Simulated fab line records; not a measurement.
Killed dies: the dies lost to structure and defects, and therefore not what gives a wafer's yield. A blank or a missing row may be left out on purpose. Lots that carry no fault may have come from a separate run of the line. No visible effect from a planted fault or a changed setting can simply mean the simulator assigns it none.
fab line records + flow gf180mcu
[record]
- lots = 7
- wafers = 21
- last-day = 34
route steps=602 shown V2@398 M3@409
lots untouched by any fault: they come from a run of this same line in which no faults occurred
start-h: start of the lot's first displayed wafer, in hours after the record's first day + wait-h: how many hours have passed since the lot's step before this one + " repeats the value in the row above + L1.1+2: one row covering several wafers at once + - no value present, or no start provided + * or withheld: withheld + < > ~ a bound
route shown NAME@n: NAME is a module with steps in the file, n the number in the route of the first one + usual: mean/standard deviation of fault-free wafers + same: alike in all rows + chamber/n: place in a boat + sites: per-site readings + _std_site: the values' standard deviation + _edge_site: the outer-site mean with the inner-site mean subtracted + radius-mm: how far each site lies from the wafer's centre + mask NAME#n: copy n + behind: the last tool/chamber to shape the wafer + hold: the reason the lot was held/the length of the hold in hours/how it ended + device: names the non-switching transistor (n, p or np) + end of line: the tests these same wafers got at the end of their route + where a step has no rows: the recipe by itself + killed: count of dies lost to structure and defects at first sort (not the wafer's yield) + map: the dies of a wafer, with x for killed, . for not killed, _ for no die there
set.NAME: the setting that was run; set.NAME@STEP: the one run at that earlier step + model.NAME: the simulator's own value behind a step, which no gauge read
lots seen at some steps along the route; tables by step, rows by wafer
services: a tool's chamber out of use, with start hour (start-h, from the record's first day; less than 0 if before it), hours out, and reason
[[steps]]
[step GF_V2_ETCH_16]
[recipe]
- chemistry = N2/H2
- target-depth-a = withheld
- overetch-a = withheld
- time-s = withheld
- target = BARC
- ion-energy-ev = 200
- source-w = 500
- bias-w = 100
- pressure-mtorr = 30
- n2-flow-sccm = 100
- h2-flow-sccm = 200
[usual]
- drypump-motor-current-A = 5.6/0.35
- h2-flow-sccm = 200.0/0.64
- n2-flow-sccm = 99.99/0.3
- oes-product-au = 0.854/0.0052
- throttle-valve-pct = 13.224/0.0085
| lot.wafer | tool        | chamber | start-h | wait-h | drypump-motor-current-A | h2-flow-sccm | n2-flow-sccm | oes-product-au | throttle-valve-pct |
|-----------|-------------|---------|---------|--------|-------------------------|--------------|--------------|----------------|--------------------|
| L822.2    | rie-diel-02 | 0       | 481.93  | 0.0    | 5.8                     | 200.2        | 99.72        | 0.849          | 13.223             |
| L822.3    | "           | 1       | "       | "      | 6.2                     | 200.7        | 100.21       | 0.859          | 13.226             |
| L822.6    | "           | 3       | "       | "      | 5.3                     | 199.7        | 99.34        | 0.856          | 13.221             |
| L823.3    | rie-diel-03 | 2       | 489.68  | 0.0    | 5.6                     | 200.0        | 100.36       | 0.854          | 13.207             |
| L823.4    | "           | 1       | "       | "      | 5.0                     | 200.6        | 100.28       | 0.853          | 13.222             |
| L823.5    | "           | 1       | "       | "      | 5.0                     | 200.4        | 99.64        | 0.858          | 13.214             |
| L824.2    | rie-diel-03 | 1       | 502.18  | 0.0    | 5.0                     | 199.8        | 99.98        | 0.858          | 13.220             |
| L824.4    | "           | 3       | "       | "      | 5.2                     | 200.0        | 99.97        | 0.852          | 13.224             |
| L824.5    | "           | 0       | "       | "      | 5.6                     | 200.7        | 100.07       | 0.859          | 13.225             |
| L825.1    | rie-diel-02 | 0       | 509.08  | 0.0    | 5.8                     | 200.6        | 99.26        | 0.846          | 13.219             |
| L825.3    | "           | 3       | "       | "      | 5.3                     | 199.7        | 100.50       | 0.847          | 13.225             |
| L825.6    | "           | 1       | "       | "      | 6.1                     | 200.9        | 100.03       | 0.855          | 13.213             |
| L836.1    | rie-diel-02 | 2       | 606.33  | 0.0    | 5.9                     | 199.5        | 100.06       | 0.854          | 13.214             |
| L836.2    | "           | 1       | "       | "      | 6.2                     | 200.8        | 100.12       | 0.858          | 13.233             |
| L836.3    | "           | 3       | "       | "      | 5.3                     | 200.9        | 99.75        | 0.861          | 13.239             |
| L841.2    | rie-diel-02 | 3       | 641.30  | 0.0    | 5.3                     | 200.7        | 100.33       | 0.861          | 13.238             |
| L841.4    | "           | 0       | "       | "      | 5.8                     | 200.2        | 99.64        | 0.860          | 13.228             |
| L841.5    | "           | 0       | "       | "      | 5.8                     | 199.4        | 99.68        | 0.854          | 13.218             |
| L843.2    | rie-diel-01 | 3       | 646.13  | 0.0    | 6.0                     | 199.5        | 100.01       | 0.853          | 13.229             |
| L843.3    | "           | 1       | "       | "      | 5.1                     | 200.2        | 99.67        | 0.849          | 13.206             |
| L843.4    | "           | 0       | "       | "      | 5.4                     | 199.4        | 100.02       | 0.864          | 13.225             |
[step GF_V2_ETCH_17]
[recipe]
- chemistry = C4F8/O2/Ar
- mask-material = KrF
- target = SiO2
- stop-on = TiN
- source-w = 1500
- bias-w = 1200
- pressure-mtorr = 40
- c4f8-flow-sccm = withheld
- O2_flow_sccm = 6
- Ar_flow_sccm = 300
- time-s = withheld
- target-depth-a = 6300
[step GF_V2_STRIP_18]
[recipe]
- chemistry = O2/N2
- power-w = 1400
- pressure-mtorr = 1500
- platen-temp-c = 250
- o2-flow-sccm = 3000
- n2-flow-sccm = 300
- overash-fraction = 0.5
[step GF_V2_STRIP_19]
[recipe]
- chemistry = post-etch-residue-remover
- time-s = 1200
- temp-c = 72.5
[step GF_V2_CLEAN_20]
[recipe]
- chemistry = DIW
- dry = n2-spin
[step GF_V2_SPUTTER_21]
[recipe]
- material = Ti
- target-thk-nm = 15
- chamber-pressure-pa = 5
- power-w = 2500
- substrate-temp-c = 200
- time-s = 80.02
[usual]
- cathode-dc-power-W = 2499.9/0.43
- chamber-pressure-pa = 5.000/0.01
- substrate-temp-c = 199.98/0.17
- throttle-valve-pct = 29.9/0.77
| lot.wafer | tool           | chamber | start-h | wait-h | cathode-dc-power-W | chamber-pressure-pa | substrate-temp-c | throttle-valve-pct |
|-----------|----------------|---------|---------|--------|--------------------|---------------------|------------------|--------------------|
| L822.2    | pvd-sputter-02 | -       | 482.59  | 0.0    | 2500.0             | 4.991               | 199.99           | 30.5               |
| L822.3    | "              | -       | "       | "      | 2500.7             | 5.004               | 200.07           | 29.2               |
| L822.6    | "              | -       | "       | "      | 2499.6             | 4.982               | 200.11           | 30.3               |
| L823.3    | pvd-sputter-01 | -       | 490.34  | 0.0    | 2498.8             | 4.988               | 199.70           | 30.5               |
| L823.4    | "              | -       | "       | "      | 2500.2             | 4.995               | 199.74           | 29.5               |
| L823.5    | "              | -       | "       | "      | 2499.9             | 5.004               | 199.85           | 30.7               |
| L824.2    | pvd-sputter-02 | -       | 502.87  | 0.0    | 2499.9             | 4.998               | 199.92           | 30.5               |
| L824.4    | "              | -       | "       | "      | 2500.2             | 5.003               | 200.21           | 29.2               |
| L824.5    | "              | -       | "       | "      | 2500.5             | 4.995               | 200.01           | 29.1               |
| L825.1    | pvd-sputter-02 | -       | 509.74  | 0.0    | 2500.3             | 4.994               | 200.07           | 30.2               |
| L825.3    | "              | -       | "       | "      | 2500.3             | 5.013               | 200.10           | 29.1               |
| L825.6    | "              | -       | "       | "      | 2499.2             | 5.006               | 199.68           | 30.4               |
| L836.1    | pvd-sputter-04 | -       | 607.00  | 0.0    | 2499.7             | 5.022               | 199.98           | 29.0               |
| L836.2    | "              | -       | "       | "      | 2499.7             | 5.008               | 199.91           | 31.6               |
| L836.3    | "              | -       | "       | "      | 2499.7             | 5.000               | 199.79           | 28.7               |
| L841.2    | pvd-sputter-01 | -       | 641.96  | 0.0    | 2499.5             | 5.006               | 199.85           | 30.4               |
| L841.4    | "              | -       | "       | "      | 2499.9             | 5.005               | 200.13           | 30.4               |
| L841.5    | "              | -       | "       | "      | 2500.2             | 5.022               | 199.83           | 30.4               |
| L843.2    | pvd-sputter-01 | -       | 646.79  | 0.0    | 2500.2             | 4.994               | 199.91           | 30.0               |
| L843.3    | "              | -       | "       | "      | 2499.8             | 5.005               | 200.28           | 30.4               |
| L843.4    | "              | -       | "       | "      | 2500.3             | 5.011               | 199.99           | 29.4               |
[step GF_V2_SPUTTER_22]
[recipe]
- material = TiN
- target-thk-nm = 10
- chamber-pressure-pa = 5
- power-w = 4000
- time-s = 40
[step GF_V2_CVD_23]
[recipe]
- material = W
- target-thk-nm = 350
- time-s = 104.94
- temp-c = 400
- pressure-torr = 40
[usual]
- chamber-pressure-Torr = 39.99/0.079
- heater-power-w = 969/55
| lot.wafer | tool     | chamber | start-h | wait-h | chamber-pressure-Torr | heater-power-w |
|-----------|----------|---------|---------|--------|-----------------------|----------------|
| L822.2    | cvd-w-02 | 1       | 482.69  | 0.0    | 40.05                 | 951            |
| L822.3    | "        | 1       | "       | "      | 40.11                 | 972            |
| L822.6    | "        | 0       | "       | "      | 39.95                 | 1058           |
| L823.3    | cvd-w-02 | 0       | 490.48  | 0.1    | 40.00                 | 1067           |
| L823.4    | "        | 1       | "       | "      | 40.03                 | 925            |
| L823.5    | "        | 0       | "       | "      | 40.11                 | 1057           |
| L824.2    | cvd-w-01 | 1       | 503.09  | 0.0    | 39.89                 | 884            |
| L824.4    | "        | 0       | "       | "      | 39.92                 | 984            |
| L824.5    | "        | 0       | "       | "      | 39.89                 | 1002           |
| L825.1    | cvd-w-01 | 0       | 509.85  | 0.0    | 39.98                 | 981            |
| L825.3    | "        | 0       | "       | "      | 40.04                 | 958            |
| L825.6    | "        | 1       | "       | "      | 39.94                 | 900            |
| L836.1    | cvd-w-02 | 0       | 607.10  | 0.0    | 40.05                 | 1061           |
| L836.2    | "        | 1       | "       | "      | 39.88                 | 947            |
| L836.3    | "        | 0       | "       | "      | 40.00                 | 1050           |
| L841.2    | cvd-w-02 | 1       | 642.06  | 0.0    | 39.93                 | 963            |
| L841.4    | "        | 1       | "       | "      | 39.89                 | 944            |
| L841.5    | "        | 1       | "       | "      | 39.95                 | 967            |
| L843.2    | cvd-w-02 | 1       | 646.89  | 0.0    | 40.12                 | 955            |
| L843.3    | "        | 1       | "       | "      | 39.92                 | 958            |
| L843.4    | "        | 0       | "       | "      | 39.88                 | 1061           |
[step GF_V2_RS_MEAS_24]
[recipe]
- thk-meas-gauge = four-point-probe
- reads = W_of_V2_CVD_23+TiN_of_V2_SPUTTER_22+Ti_of_V2_SPUTTER_21
[usual]
- V2_W_RS = 0.328/0.0036
| lot.wafer | tool          | chamber | start-h | wait-h | V2_W_RS[ohm/sq] |
|-----------|---------------|---------|---------|--------|-----------------|
| L822.2    | film-metro-03 | -       | 482.82  | 0.1    | 0.321           |
| L822.3    | "             | -       | "       | "      | 0.325           |
| L822.6    | "             | -       | "       | "      | 0.327           |
| L823.3    | film-metro-02 | -       | 490.60  | 0.1    | 0.333           |
| L823.4    | "             | -       | "       | "      | 0.330           |
| L823.5    | "             | -       | "       | "      | 0.331           |
| L824.2    | film-metro-02 | -       | 503.22  | 0.1    | 0.327           |
| L824.4    | "             | -       | "       | "      | 0.323           |
| L824.5    | "             | -       | "       | "      | 0.328           |
| L825.1    | film-metro-02 | -       | 509.96  | 0.1    | 0.325           |
| L825.3    | "             | -       | "       | "      | 0.322           |
| L825.6    | "             | -       | "       | "      | 0.327           |
| L836.1    | film-metro-03 | -       | 607.21  | 0.1    | 0.333           |
| L836.2    | "             | -       | "       | "      | 0.325           |
| L836.3    | "             | -       | "       | "      | 0.333           |
| L841.2    | film-metro-04 | -       | 642.24  | 0.1    | 0.324           |
| L841.4    | "             | -       | "       | "      | 0.328           |
| L841.5    | "             | -       | "       | "      | 0.333           |
| L843.2    | film-metro-02 | -       | 647.02  | 0.1    | 0.329           |
| L843.3    | "             | -       | "       | "      | 0.327           |
| L843.4    | "             | -       | "       | "      | 0.338           |
[step GF_V2_THK_MEAS_25]
[recipe]
- thk-meas-gauge = xrf
- reads = W_of_V2_CVD_23
[usual]
- V2_W_THK = 349/5.2
| lot.wafer | tool          | chamber | start-h | wait-h | V2_W_THK[nm] |
|-----------|---------------|---------|---------|--------|--------------|
| L822.2    | film-metro-03 | -       | 482.93  | 0.1    | 352          |
| L822.3    | "             | -       | "       | "      | 349          |
| L822.6    | "             | -       | "       | "      | 346          |
| L823.3    | film-metro-02 | -       | 490.70  | 0.1    | 348          |
| L823.4    | "             | -       | "       | "      | 353          |
| L823.5    | "             | -       | "       | "      | 348          |
| L824.2    | film-metro-02 | -       | 503.33  | 0.1    | 354          |
| L824.4    | "             | -       | "       | "      | 360          |
| L824.5    | "             | -       | "       | "      | 353          |
| L825.1    | film-metro-02 | -       | 510.08  | 0.1    | 350          |
| L825.3    | "             | -       | "       | "      | 352          |
| L825.6    | "             | -       | "       | "      | 347          |
| L836.1    | film-metro-03 | -       | 607.33  | 0.1    | 345          |
| L836.2    | "             | -       | "       | "      | 351          |
| L836.3    | "             | -       | "       | "      | 341          |
| L841.2    | film-metro-04 | -       | 642.35  | 0.1    | 345          |
| L841.4    | "             | -       | "       | "      | 342          |
| L841.5    | "             | -       | "       | "      | 335          |
| L843.2    | film-metro-02 | -       | 647.13  | 0.1    | 353          |
| L843.3    | "             | -       | "       | "      | 355          |
| L843.4    | "             | -       | "       | "      | 345          |
[step GF_V2_CMP_26]
[recipe]
- stop-on = SiO2
- down-force-psi = 3.5
- platen-rpm = 60
- t-overpolish-s = 15
- target-thk-nm = 0
- pad-velocity-m-s = 0.94248
[usual]
- motor-current-A = 10.3/1
- overpolish-run-s = 14.999/0.0087
- time-to-endpoint-s = 84.7/2.8
| lot.wafer | tool   | chamber | start-h | wait-h | motor-current-A | overpolish-run-s | time-to-endpoint-s |
|-----------|--------|---------|---------|--------|-----------------|------------------|--------------------|
| L822.2    | cmp-01 | 1       | 482.98  | 0.0    | 8.9             | 15.003           | 79.7               |
| L822.3    | "      | 0       | "       | "      | 10.9            | 14.998           | 80.8               |
| L822.6    | "      | 2       | "       | "      | 11.1            | 15.010           | 80.7               |
| L823.3    | cmp-01 | 0       | 490.79  | 0.1    | 10.7            | 15.011           | 81.5               |
| L823.4    | "      | 2       | "       | "      | 11.7            | 15.003           | 81.7               |
| L823.5    | "      | 3       | "       | "      | 11.0            | 14.988           | 77.9               |
| L824.4    | cmp-01 | 2       | 503.43  | 0.1    | 11.9            | 14.994           | 85.1               |
| L824.2    | "      | 0       | "       | "      | 10.4            | 14.999           | 83.2               |
| L824.5    | "      | 2       | "       | "      | 11.2            | 15.007           | 85.2               |
| L825.1    | cmp-01 | 0       | 510.19  | 0.1    | 10.9            | 14.999           | 84.2               |
| L825.3    | "      | 2       | "       | "      | 11.1            | 15.012           | 86.7               |
| L825.6    | "      | 0       | "       | "      | 10.5            | 14.993           | 84.9               |
| L836.2    | cmp-01 | 3       | 607.39  | 0.0    | 11.2            | 15.005           | 85.6               |
| L836.1    | "      | 0       | "       | "      | 11.0            | 15.000           | 87.1               |
| L836.3    | "      | 1       | "       | "      | 9.3             | 15.007           | 84.2               |
| L841.4    | cmp-02 | 1       | 642.40  | 0.0    | 10.6            | 15.002           | 87.7               |
| L841.2    | "      | 2       | "       | "      | 9.6             | 15.003           | 89.3               |
| L841.5    | "      | 1       | "       | "      | 10.9            | 15.006           | 83.4               |
| L843.2    | cmp-02 | 3       | 647.18  | 0.0    | 8.3             | 14.997           | 85.5               |
| L843.4    | "      | 0       | "       | "      | 11.1            | 14.994           | 82.2               |
| L843.3    | "      | 1       | "       | "      | 11.0            | 15.007           | 84.0               |
[step GF_M3_SPUTTER_00]
[recipe]
- material = Ti
- target-thk-nm = 37.5
- arriving-ion-energy-ev = 80
- substrate-temp-c = 200
- chamber-pressure-pa = 2
- power-w = 4000
- time-s = 150
[step GF_M3_SPUTTER_01]
[recipe]
- material = TiN
- target-thk-nm = 30
- power-w = 6500
- time-s = 25
- chamber-pressure-pa = 0.4
[usual]
- cathode-dc-power-W = 6500.1/1.1
- chamber-pressure-pa = 0.4001/0.00085
- throttle-valve-pct = 30.2/0.96
| lot.wafer | tool           | chamber | start-h | wait-h | cathode-dc-power-W | chamber-pressure-pa | throttle-valve-pct |
|-----------|----------------|---------|---------|--------|--------------------|---------------------|--------------------|
| L822.2    | pvd-sputter-02 | -       | 483.38  | 0.1    | 6501.3             | 0.3984              | 29.2               |
| L822.3    | "              | -       | "       | "      | 6499.7             | 0.4004              | 29.2               |
| L822.6    | "              | -       | "       | "      | 6500.3             | 0.3987              | 29.1               |
| L823.3    | pvd-sputter-03 | -       | 491.14  | 0.1    | -                  | -                   | -                  |
| L823.4    | "              | -       | "       | "      | -                  | -                   | -                  |
| L823.5    | "              | -       | "       | "      | -                  | -                   | -                  |
| L824.2    | pvd-sputter-04 | -       | 503.78  | 0.1    | -                  | -                   | -                  |
| L824.4    | "              | -       | "       | "      | -                  | -                   | -                  |
| L824.5    | "              | -       | "       | "      | -                  | -                   | -                  |
| L825.1    | pvd-sputter-04 | -       | 510.54  | 0.1    | -                  | -                   | -                  |
| L825.3    | "              | -       | "       | "      | -                  | -                   | -                  |
| L825.6    | "              | -       | "       | "      | -                  | -                   | -                  |
| L836.1    | pvd-sputter-03 | -       | 607.80  | 0.1    | 6500.3             | 0.4002              | 31.0               |
| L836.2    | "              | -       | "       | "      | 6500.9             | 0.4007              | 29.3               |
| L836.3    | "              | -       | "       | "      | 6498.0             | 0.4014              | 31.2               |
| L841.2    | pvd-sputter-03 | -       | 642.80  | 0.1    | 6500.6             | 0.4002              | 31.3               |
| L841.4    | "              | -       | "       | "      | 6501.4             | 0.3998              | 30.5               |
| L841.5    | "              | -       | "       | "      | 6500.4             | 0.3998              | 29.2               |
| L843.2    | pvd-sputter-03 | -       | 647.58  | 0.1    | 6501.7             | 0.4010              | 29.5               |
| L843.3    | "              | -       | "       | "      | 6498.8             | 0.4003              | 31.0               |
| L843.4    | "              | -       | "       | "      | 6499.7             | 0.4002              | 31.5               |
[step GF_M3_SPUTTER_02]
[recipe]
- material = AlCu
- target-thk-nm = 450
- power-w = 10600
- time-s = 23.9
- chamber-pressure-pa = 0.4
[step GF_M3_SPUTTER_03]
[recipe]
- material = Ti
- target-thk-nm = 10
- substrate-temp-c = 300
- chamber-pressure-pa = 0.3113
- power-w = 3000
- time-s = 6.7
[usual]
- cathode-dc-power-W = 3000.0/0.53
- chamber-pressure-pa = 0.3113/0.00067
- substrate-temp-c = 300.00/0.18
- throttle-valve-pct = 30.2/0.97
| lot.wafer | tool           | chamber | start-h | wait-h | cathode-dc-power-W | chamber-pressure-pa | substrate-temp-c | throttle-valve-pct |
|-----------|----------------|---------|---------|--------|--------------------|---------------------|------------------|--------------------|
| L822.2    | pvd-sputter-02 | -       | 483.44  | 0.0    | 3000.9             | 0.3112              | 300.04           | 29.2               |
| L822.3    | "              | -       | "       | "      | 2999.3             | 0.3111              | 299.98           | 29.1               |
| L822.6    | "              | -       | "       | "      | 3000.4             | 0.3110              | 300.02           | 29.0               |
| L823.3    | pvd-sputter-03 | -       | 491.20  | 0.0    | 2999.8             | 0.3103              | 299.78           | 29.3               |
| L823.4    | "              | -       | "       | "      | 3000.3             | 0.3120              | 300.06           | 30.9               |
| L823.5    | "              | -       | "       | "      | 3000.2             | 0.3116              | 299.86           | 30.8               |
| L824.2    | pvd-sputter-04 | -       | 503.84  | 0.0    | 3000.5             | 0.3111              | 300.01           | 28.9               |
| L824.4    | "              | -       | "       | "      | 3000.1             | 0.3125              | 299.82           | 29.0               |
| L824.5    | "              | -       | "       | "      | 3000.2             | 0.3116              | 299.90           | 30.3               |
| L825.1    | pvd-sputter-04 | -       | 510.60  | 0.0    | 2999.2             | 0.3118              | 299.97           | 31.3               |
| L825.3    | "              | -       | "       | "      | 3000.2             | 0.3115              | 300.30           | 30.3               |
| L825.6    | "              | -       | "       | "      | 3000.5             | 0.3116              | 300.11           | 28.8               |
| L836.1    | pvd-sputter-03 | -       | 607.87  | 0.0    | 2999.8             | 0.3117              | 300.10           | 30.8               |
| L836.2    | "              | -       | "       | "      | 2999.5             | 0.3117              | 300.01           | 29.2               |
| L836.3    | "              | -       | "       | "      | 3000.5             | 0.3115              | 300.15           | 31.5               |
| L841.2    | pvd-sputter-03 | -       | 642.86  | 0.0    | 2999.8             | 0.3109              | 300.15           | 31.3               |
| L841.4    | "              | -       | "       | "      | 2999.9             | 0.3115              | 300.25           | 31.0               |
| L841.5    | "              | -       | "       | "      | 3000.8             | 0.3110              | 299.97           | 29.5               |
| L843.2    | pvd-sputter-03 | -       | 647.64  | 0.0    | 2999.6             | 0.3111              | 300.03           | 29.4               |
| L843.3    | "              | -       | "       | "      | 2999.8             | 0.3121              | 299.94           | 30.7               |
| L843.4    | "              | -       | "       | "      | 3000.5             | 0.3115              | 299.91           | 31.5               |
[step GF_M3_SPUTTER_04]
[recipe]
- material = TiN
- target-thk-nm = 50
- power-w = 6500
- time-s = 41.7
- chamber-pressure-pa = 0.4
[step GF_M3_DEHYDRATE_07]
[recipe]
- temp-c = 200
- time-s = 60
[step GF_M3_HMDS_08]
[recipe]
- prime-time-s = 60
- prime-temp-c = 120
[step GF_M3_COAT_09]
[recipe]
- resist = KrF
- spin-rpm = withheld
- resist-thk-nm = 1000
[step GF_M3_SOFTBAKE_10]
[recipe]
- temp-c = 130
- time-s = 60
- resist = KrF
[step GF_M3_EXPOSE_11]
[recipe]
- mask-id = Metal3
- target-cd-nm = 280
- na = 0.68
- source-shape = conventional
- sigma-outer = 0.6
- dose-mj = 28
[step GF_M3_PEB_12]
[recipe]
- peb-temp-c = 135
- peb-time-s = 90
- resist = KrF
[step GF_M3_DEVELOP_13]
[recipe]
- develop-time-s = 60
- dev-temp-c = 21
[step GF_M3_CD_MEAS_14]
[recipe]
- target-cd-nm = 280
[usual]
- cd-nm = 280.3/1.4
| lot.wafer | tool      | chamber | start-h | wait-h | cd-nm |
|-----------|-----------|---------|---------|--------|-------|
| L822.2    | cd-sem-01 | -       | 506.64  | 0.1    | 280.1 |
| L822.3    | "         | -       | "       | "      | 280.4 |
| L822.6    | "         | -       | "       | "      | 279.8 |
| L823.3    | cd-sem-01 | -       | 514.53  | 0.1    | 283.1 |
| L823.4    | "         | -       | "       | "      | 281.6 |
| L823.5    | "         | -       | "       | "      | 282.5 |
| L824.2    | cd-sem-01 | -       | 527.16  | 0.1    | 279.3 |
| L824.4    | "         | -       | "       | "      | 279.0 |
| L824.5    | "         | -       | "       | "      | 279.2 |
| L825.1    | cd-sem-01 | -       | 533.82  | 0.1    | 280.5 |
| L825.3    | "         | -       | "       | "      | 280.2 |
| L825.6    | "         | -       | "       | "      | 278.6 |
| L836.1    | cd-sem-01 | -       | 628.17  | 0.1    | 280.8 |
| L836.2    | "         | -       | "       | "      | 279.8 |
| L836.3    | "         | -       | "       | "      | 280.4 |
| L841.2    | cd-sem-01 | -       | 661.73  | 0.1    | 278.8 |
| L841.4    | "         | -       | "       | "      | 279.9 |
| L841.5    | "         | -       | "       | "      | 278.9 |
| L843.2    | cd-sem-02 | -       | 666.68  | 0.1    | 283.1 |
| L843.3    | "         | -       | "       | "      | 282.5 |
| L843.4    | "         | -       | "       | "      | 284.2 |
[step GF_M3_OVL_MEAS_15]
[usual]
- M3_OVL = -1/5.5
| lot.wafer | tool       | chamber | start-h | wait-h | M3_OVL[nm] |
|-----------|------------|---------|---------|--------|------------|
| L822.2    | overlay-01 | -       | 506.74  | 0.1    | 7          |
| L822.3    | "          | -       | "       | "      | 3          |
| L822.6    | "          | -       | "       | "      | 6          |
| L823.3    | overlay-02 | -       | 514.63  | 0.1    | -3         |
| L823.4    | "          | -       | "       | "      | -5         |
| L823.5    | "          | -       | "       | "      | 3          |
| L824.2    | overlay-02 | -       | 527.27  | 0.1    | 3          |
| L824.4    | "          | -       | "       | "      | -2         |
| L824.5    | "          | -       | "       | "      | 1          |
| L825.1    | overlay-02 | -       | 533.94  | 0.1    | -2         |
| L825.3    | "          | -       | "       | "      | -2         |
| L825.6    | "          | -       | "       | "      | -4         |
| L836.1    | overlay-01 | -       | 628.29  | 0.1    | -9         |
| L836.2    | "          | -       | "       | "      | -9         |
| L836.3    | "          | -       | "       | "      | -12        |
| L841.2    | overlay-01 | -       | 661.84  | 0.1    | -2         |
| L841.4    | "          | -       | "       | "      | 1          |
| L841.5    | "          | -       | "       | "      | -3         |
| L843.2    | overlay-01 | -       | 666.79  | 0.1    | 6          |
| L843.3    | "          | -       | "       | "      | 6          |
| L843.4    | "          | -       | "       | "      | 0          |
[step GF_M3_METAL_ETCH_16]
[recipe]
- chemistry = Cl2/BCl3
- mask-material = KrF
- target-depth-nm = 627.5
- stop-on = SiO2
- pressure-mtorr = 8
- icp-w = 800
- bias-w = 140
- Cl2_flow_sccm = 80
- bcl3-flow-sccm = 40
- time-s = 104.6
[usual]
- drypump-motor-current-A = 5.56/0.2
- oes-product-au = 0.974/0.0051
- throttle-valve-pct = 28.249/0.0096
| lot.wafer | tool         | chamber | start-h | wait-h | drypump-motor-current-A | oes-product-au | rf-hours-counter-h | throttle-valve-pct |
|-----------|--------------|---------|---------|--------|-------------------------|----------------|--------------------|--------------------|
| L822.2    | rie-metal-03 | 0       | 506.77  | 0.0    | 5.62                    | 0.970          | 4                  | 28.237             |
| L822.3    | "            | 1       | "       | "      | 5.96                    | 0.973          | -                  | 28.238             |
| L822.6    | "            | 1       | "       | "      | 5.97                    | 0.978          | -                  | 28.238             |
| L823.3    | rie-metal-02 | 0       | 514.69  | 0.1    | 5.64                    | 0.943          | -                  | 28.280             |
| L823.4    | "            | 1       | "       | "      | 5.52                    | 0.954          | -                  | 28.274             |
| L823.5    | "            | 1       | "       | "      | 5.52                    | 0.950          | -                  | 28.288             |
| L824.2    | rie-metal-01 | 1       | 527.30  | 0.0    | 5.40                    | 0.947          | 8                  | 28.291             |
| L824.4    | "            | 1       | "       | "      | 5.40                    | 0.952          | -                  | 28.276             |
| L824.5    | "            | 1       | "       | "      | 5.41                    | 0.946          | -                  | 28.280             |
| L825.1    | rie-metal-02 | 0       | 533.98  | 0.0    | 5.59                    | 0.946          | 9                  | 28.287             |
| L825.3    | "            | 0       | "       | "      | 5.60                    | 0.942          | -                  | 28.275             |
| L825.6    | "            | 0       | "       | "      | 5.61                    | 0.951          | -                  | 28.289             |
| L836.1    | rie-metal-01 | 0       | 628.32  | 0.0    | 5.25                    | 0.969          | 12                 | 28.243             |
| L836.2    | "            | 1       | "       | "      | 5.41                    | 0.977          | 11                 | 28.246             |
| L836.3    | "            | 1       | "       | "      | 5.42                    | 0.971          | -                  | 28.259             |
| L841.2    | rie-metal-01 | 1       | 661.91  | 0.1    | 5.40                    | 0.967          | -                  | 28.254             |
| L841.4    | "            | 1       | "       | "      | 5.41                    | 0.974          | -                  | 28.244             |
| L841.5    | "            | 1       | "       | "      | 5.40                    | 0.970          | -                  | 28.253             |
| L843.2    | rie-metal-01 | 1       | 666.86  | 0.1    | 5.39                    | 0.976          | -                  | 28.246             |
| L843.3    | "            | 1       | "       | "      | 5.40                    | 0.974          | -                  | 28.245             |
| L843.4    | "            | 1       | "       | "      | 5.41                    | 0.979          | -                  | 28.234             |
[step GF_M3_STRIP_17]
[recipe]
- chemistry = O2/N2
- power-w = 1400
- pressure-mtorr = 1500
- platen-temp-c = 250
- o2-flow-sccm = 3000
- n2-flow-sccm = 300
- overash-fraction = 0.5
[[services]]
| tool           | chamber | start-h | hours | kind   |
|----------------|---------|---------|-------|--------|
| cvd-w-02       | 1       | 467.09  | 3.0   | repair |
| pvd-sputter-01 | -       | 470.14  | 4.0   | repair |
| cmp-02         | -       | 493.21  | 12.0  | pm     |
| cmp-02         | -       | 506.31  | 1.1   | repair |
| pvd-sputter-04 | -       | 524.05  | 4.8   | repair |
| cmp-02         | -       | 532.14  | 2.1   | pm     |
| rie-diel-03    | 0       | 533.35  | 1.8   | repair |
| pvd-sputter-04 | -       | 543.11  | 1.9   | repair |
| pvd-sputter-03 | -       | 558.30  | 1.1   | repair |
| rie-metal-02   | 1       | 560.45  | 22.8  | repair |
| cmp-01         | -       | 564.08  | 6.5   | pm     |
| rie-diel-03    | 1       | 569.04  | 7.0   | repair |
| rie-diel-02    | 3       | 570.21  | 10.5  | repair |
| cmp-02         | -       | 572.00  | 4.0   | pm     |
| cmp-01         | -       | 579.25  | 1.5   | repair |
| cmp-02         | -       | 584.14  | 0.7   | repair |
| cvd-w-01       | 0       | 595.86  | 4.1   | repair |
| rie-diel-02    | 0       | 596.00  | 12.0  | repair |
| pvd-sputter-01 | -       | 600.61  | 1.0   | repair |
| pvd-sputter-04 | -       | 603.30  | 3.1   | repair |
| cvd-w-02       | -       | 624.93  | 1.0   | repair |
| rie-metal-02   | 0       | 626.05  | 9.4   | repair |
| rie-diel-03    | 1       | 628.04  | 2.6   | repair |
| rie-diel-03    | 2       | 628.46  | 2.4   | repair |
[[key]]
[first-sign]
- step = GF_M3_SPUTTER_01
- reading = tool-record
- direction = missing
[effect]
- step = GF_M3_METAL_ETCH_16
- reading = oes-product-au
- direction = down
- sigmas = 5.2
- usual = 0.974
- struck = 0.948
met-at GF_M3_SPUTTER_01
struck-wafers L823.3,L823.4,L823.5,L824.2,L824.4,L824.5,L825.1,L825.3,L825.6
later-rows-left-out L823.3,L823.4,L823.5,L824.2,L824.4,L824.5,L825.1,L825.3,L825.6
sort-left-out L823.3,L823.4,L823.5,L824.2,L824.4,L824.5,L825.1,L825.3,L825.6
[fault]
- kind = skipped-step-whole
- tool = pvd-sputter-03,pvd-sputter-04
- chamber = -
- onset-h = 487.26
- steps = GF_M3_SPUTTER_01
- scope = struck-lots-only
// sort-left-out: the simulated sort isn't trusted on such a fault, so these wafers' sort isn't shown, and their yield isn't known
// later-rows-left-out: the simulator's readings of these wafers behind a module that went badly wrong aren't trusted and aren't shown, but for the sort
